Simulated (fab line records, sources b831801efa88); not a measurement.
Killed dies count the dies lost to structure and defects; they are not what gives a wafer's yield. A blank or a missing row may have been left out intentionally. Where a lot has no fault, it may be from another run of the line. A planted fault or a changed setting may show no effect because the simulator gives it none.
What tool caused it?    flow gf180mcu    Sampling: 7 lots, 21 wafers, 2 of 602 route steps

## WHAT THE GAUGES READ, wafer by wafer
GF_V5_THK_MEAS_01.
lot   measured      on            V5_CVD_00_THK (nm)
L653  day 26 13:25  filmMetro-02  296.4 297.7 297.6
L655  day 27 06:09  filmMetro-02  295.5 295.0 297.8
L657  day 27 22:28  filmMetro-01  302.7 299.8 299.3
L662  day 29 10:29  filmMetro-03  300.9 300.1 302.5
L664  day 30 04:08  filmMetro-01  298.0 298.4 298.6
L669  day 31 12:39  filmMetro-03  297.2 295.0 298.6
L675  day 32 23:05  filmMetro-03  300.5 299.8 301.1

## WHAT TOOL EACH LOT RAN ON (gives the tool, then ch and the chambers of the sampled wafers, and finally the start)
lot   GF_CONTACT_ETCH_17
L653  rieDiel-01 ch 0,1, day 16 10:00
L655  rieDiel-02 ch 1,2,3, day 17 03:00
L657  rieDiel-01 ch 0,1,2, day 17 23:00
L662  rieDiel-02 ch 2,3, day 19 19:00
L664  rieDiel-02 ch 0,2,3, day 20 14:00
L669  rieDiel-02 ch 0,1,2, day 22 10:00
L675  rieDiel-01 ch 0,1, day 24 07:00
- GF_CONTACT_ETCH_17: etches SiO2 in C4F8/O2/Ar, stops on CoSi2, target depth 860 nm.

## THE ANSWER, worked out from the rows above alone
Rule: the lots themselves supply what counts as usual. Put in order of their means at a reading, lots are off if they are a third of the lots or fewer, leave a main group of 4 or more, and stand apart from it by a gap of 3 or more times the standard deviation of the main group's means; of several such gaps the widest counts. Not used: any main group whose means are identical at the precision the tables above print for the reading. A lot without any number at a reading at which 4 lots or more have one is off too. Where the step has rows for the other lots, those lots are counted as sound.
No lot is off at any reading shown: from this, nothing can be told.

## WHAT HAD BEEN PUT IN BY THE SIMULATOR
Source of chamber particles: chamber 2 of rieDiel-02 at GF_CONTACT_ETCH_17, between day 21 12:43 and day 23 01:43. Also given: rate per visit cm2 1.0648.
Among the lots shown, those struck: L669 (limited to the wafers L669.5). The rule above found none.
